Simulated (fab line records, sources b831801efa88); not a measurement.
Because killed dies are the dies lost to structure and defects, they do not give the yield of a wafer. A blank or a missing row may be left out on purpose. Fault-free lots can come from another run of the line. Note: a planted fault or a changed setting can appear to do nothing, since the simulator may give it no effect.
Comparing a struck lot with a sound one :: flow sky130 :: 15 steps out of a route of 708
Sound: wafers L631.2, L631.5, L631.6. The struck wafers were L639.2, L639.4, L639.6. The cause comes at the end.
Per side, at each step with rows, come the tool, then ch with its chambers, and then its first start. Under that, the readings that differ: sound wafers :: struck wafers :: difference of the means :: sigmas: that difference in standard deviations of wafers without a fault.
alike: readings whose means differ by less than 2 such deviations, and words and numbers that are the same on both sides. not compared: withheld readings, readings that some wafer has no value for, bounds like >300 that may hide the same value, and numbers for which the record gives no deviation and whose values overlap.
A row with sigmas, a row that says differs or no value, or rows on one side alone: a step with any of these is where the two part. Numbers that don't overlap but have no deviation are shown without sigmas and don't part them. Lack of a reading on every wafer of one side parts them only where that side has two or more wafers.

SKY_VIA2_STRIP_16: strips in O2/N2.
  sound on plasma asher-04 ch 0,1, day 38 08:16; struck on plasma asher-03 ch 0, day 42 02:11
  alike: drypump motor current A, oes product au, strip time to endpoint s
  not compared: rf hours counter h
then, 3 steps without rows for these wafers: SKY_VIA2_STRIP_17 (strips in post etch residue remover, time 1200 s); SKY_VIA2_CLEAN_18 (cleans in IPA, time 180 s); SKY_VIA2_CLEAN_19 (cleans in O3/DIW).
SKY_VIA2_SPUTTER_20: material TiN, target thk 20 nm, time 80 s.
  sound: pvd sputter-01 at day 38 08:52; struck: pvd sputter-03 at day 42 02:46
  alike: chamber pressure pa, throttle valve pct
SKY_VIA2_CVD_21: deposits W, target thk 420 nm, time 126.4 s.
  sound on cvd w-02 ch 0,1, day 38 08:55; struck on cvd w-02 ch 0,1, day 42 02:50
  alike: heater power w
SKY_VIA2_RS_MEAS_22: a four-point-probe measurement.
  sound: film metro-01 at day 38 09:04; struck: film metro-01 at day 42 02:59
reading: VIA2_W_RS (ohm/sq)
sound: 0.276 0.277 0.275
struck: 0.268 0.271 0.267
difference: -0.007
sigmas: -2
SKY_VIA2_THK_MEAS_23: measures by xrf.
  sound: film metro-01 at day 38 09:11; struck: film metro-01 at day 42 03:06
reading: VIA2_W_THK (nm)
sound: 424 426 430
struck: 439 436 443
difference: +13
sigmas: +2
SKY_VIA2_CMP_24: polishes, stops on SiO2, t overpolish 20 s, target thk 0 nm.
  sound on cmp-01 ch 2,3, day 38 09:17; struck on cmp-02 ch 1,2,3, day 42 03:15
  alike: motor current A, overpolish run s, time to endpoint s
SKY_METAL3_SPUTTER_00: material Ti, target thk 15 nm, time 10 s.
  sound: pvd sputter-02 at day 38 09:32; struck: pvd sputter-01 at day 42 03:27
  alike: chamber pressure pa, throttle valve pct
then, 2 steps without rows for these wafers: SKY_METAL3_SPUTTER_01 (material TiN, target thk 20 nm, time 16.7 s); SKY_METAL3_SPUTTER_02 (material AlCu, target thk 735 nm, time 39.1 s).
SKY_METAL3_SPUTTER_03: material Ti, target thk 5 nm, time 3.3 s.
  sound: pvd sputter-02 at day 38 09:37; struck: pvd sputter-01 at day 42 03:32
reading: chamber pressure pa (Pa)
sound: 0.3992 0.3999 0.3996
struck: 0.4384 0.4390 0.4372
difference: +0.0386
sigmas: +50
  alike: throttle valve pct
then, 1 step without rows for these wafers: SKY_METAL3_SPUTTER_04 (material TiN, target thk 70 nm, time 58.3 s).
-- the record jumps here: 8 days lie between the struck wafers' starts before and after (it left off in module METAL3 and takes up again in module PAD_OPEN, whose first step shown is number 708 of the route) --
SKY_PAD_OPEN_PROBE_99:
  sound: prober-02 at day 47 09:59; struck: prober-01 at day 50 07:19
  alike: defect limited yield, killed_at_M0_to_M3, killed_at_M4_up, killed at contacts, killed at front end, killed at other, killed dies, killed on rim, killed open, killed short, sort_bin_3_pad_short, sort_bin_5_function, sort_bin_6_memory, sort n pass, sort yield pct

WHERE THEY PART
At SKY_VIA2_RS_MEAS_22 first; at SKY_METAL3_SPUTTER_03 last (within this record only). Later steps at which nothing parts them and some readings are alike: SKY_PAD_OPEN_PROBE_99.

WHY: the cause the simulator had injected
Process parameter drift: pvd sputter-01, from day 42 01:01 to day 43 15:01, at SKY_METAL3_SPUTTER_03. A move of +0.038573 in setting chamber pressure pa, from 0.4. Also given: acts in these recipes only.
